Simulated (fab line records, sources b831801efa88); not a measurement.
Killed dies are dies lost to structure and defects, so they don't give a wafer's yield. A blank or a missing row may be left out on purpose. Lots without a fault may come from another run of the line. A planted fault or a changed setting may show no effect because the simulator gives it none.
A struck lot beside a sound one | flow sfq_line | 14 steps out of a route of 325
Sound: wafers L729.3, L729.4, L729.6. Struck: wafers L720.2, L720.3, L720.6. The cause comes at the end.
At each step with rows: each side's tool, then ch and its chambers, then its first start. Under that, the readings that differ: sound wafers | struck wafers | difference of the means | sigmas: that difference in standard deviations of wafers without a fault.
alike: readings whose means differ by less than 2 such deviations, and words and numbers that are the same on both sides. not compared: withheld readings, readings that some wafer has no value for, bounds like >300 that may hide the same value, and numbers for which the record gives no deviation and whose values overlap.
The two part at a step that has a row with sigmas, a row that says differs or no value, or rows on one side only. Numbers that don't overlap but have no deviation are shown without sigmas and don't part them. A reading that every wafer of one side lacks parts them only if that side has two wafers or more.

first, 1 step without rows for these wafers: SFQ_TRILAYER_I7_VIA_LITHO_DEVELOP_189 (time 60 s).
SFQ_I7_OVL_MEAS_947:
  sound on overlay-01, day 84 17:13; struck on overlay-02, day 81 13:26
  alike: I7_OVL
SFQ_TRILAYER_I7_VIA_BARC_OPEN_VIA_ETCH_260: etches BARC in O2, target depth 125 nm, time 41.7 s.
  sound on rie_diel-03 ch 1,2, day 84 17:14; struck on rie_diel-03 ch 1,2,3, day 81 13:28
  alike: drypump_motor_current_A, oes_product_au
  not compared: rf_hours_counter_h
SFQ_TRILAYER_I7_VIA_ETCH_VIA_ETCH_190: etches SiO2 in CHF3, stops on Nb, target depth 260 nm.
  sound on rie_diel-03 ch 1,2, day 84 17:16; struck on rie_diel-03 ch 1,2,3, day 81 13:31
  alike: drypump_motor_current_A, oes_product_au
SFQ_TRILAYER_I7_VIA_STRIP_STRIP_191: strips in O2.
  sound on rie_metal-03 ch 0,1, day 84 17:35; struck on rie_metal-01 ch 0, day 81 13:37
  reading               | sound             | struck            | difference | sigmas
  oes_product_au (a.u.) | 1.018 1.013 1.023 | 1.003 0.995 0.996 | -0.020     | -2
  alike: drypump_motor_current_A
  not compared: rf_hours_counter_h
then, 7 steps without rows for these wafers: SFQ_TRILAYER_I7_VIA_STRIP_SOLV_CLEAN_192 (cleans in NMP, time 600 s); SFQ_TRILAYER_M8_LITHO_LOR_COAT_197; SFQ_TRILAYER_M8_LITHO_LOR_BAKE_198; SFQ_TRILAYER_M8_LITHO_COAT_193 (resist thk 600 nm); SFQ_TRILAYER_M8_LITHO_SOFTBAKE_199; SFQ_TRILAYER_M8_LITHO_EXPOSE_194 (exposes mask M8, target cd 2000 nm); SFQ_TRILAYER_M8_LITHO_PEB_196 (peb time 60 s).
-- the record jumps here: 4 days lie between the struck wafers' starts before and after --
SFQ_TRILAYER_M8_LITHO_DEVELOP_195: img clear 15 s, time 55 s.
  sound on litho_track-02 ch 0, day 87 07:36; struck on litho_track-02, day 85 15:43
  no value came back on the struck wafers for chill_plate_temp_C (C), exhaust_pa (Pa); on the sound wafers chill_plate_temp_C (C) reads 22.93 22.88 22.98
  reading                                             | sound             | struck            | difference | sigmas
  model.KrF_of_TRILAYER_M8_LITHO_COAT_193.thk_nm (nm) | 576.7 576.6 577.6 | 600.7 600.7 603.5 | +24.7      |
SFQ_M8_OVL_MEAS_948:
  sound on overlay-01, day 87 07:42; struck on overlay-01, day 85 15:51
  reading     | sound | struck | difference                    | sigmas
  M8_OVL (nm) | 3 6 5 | - - -  | no value on the struck wafers |

WHERE THEY PART
First at SFQ_TRILAYER_I7_VIA_STRIP_STRIP_191; last, within this record, at SFQ_M8_OVL_MEAS_948.

WHY: what the simulator had put in
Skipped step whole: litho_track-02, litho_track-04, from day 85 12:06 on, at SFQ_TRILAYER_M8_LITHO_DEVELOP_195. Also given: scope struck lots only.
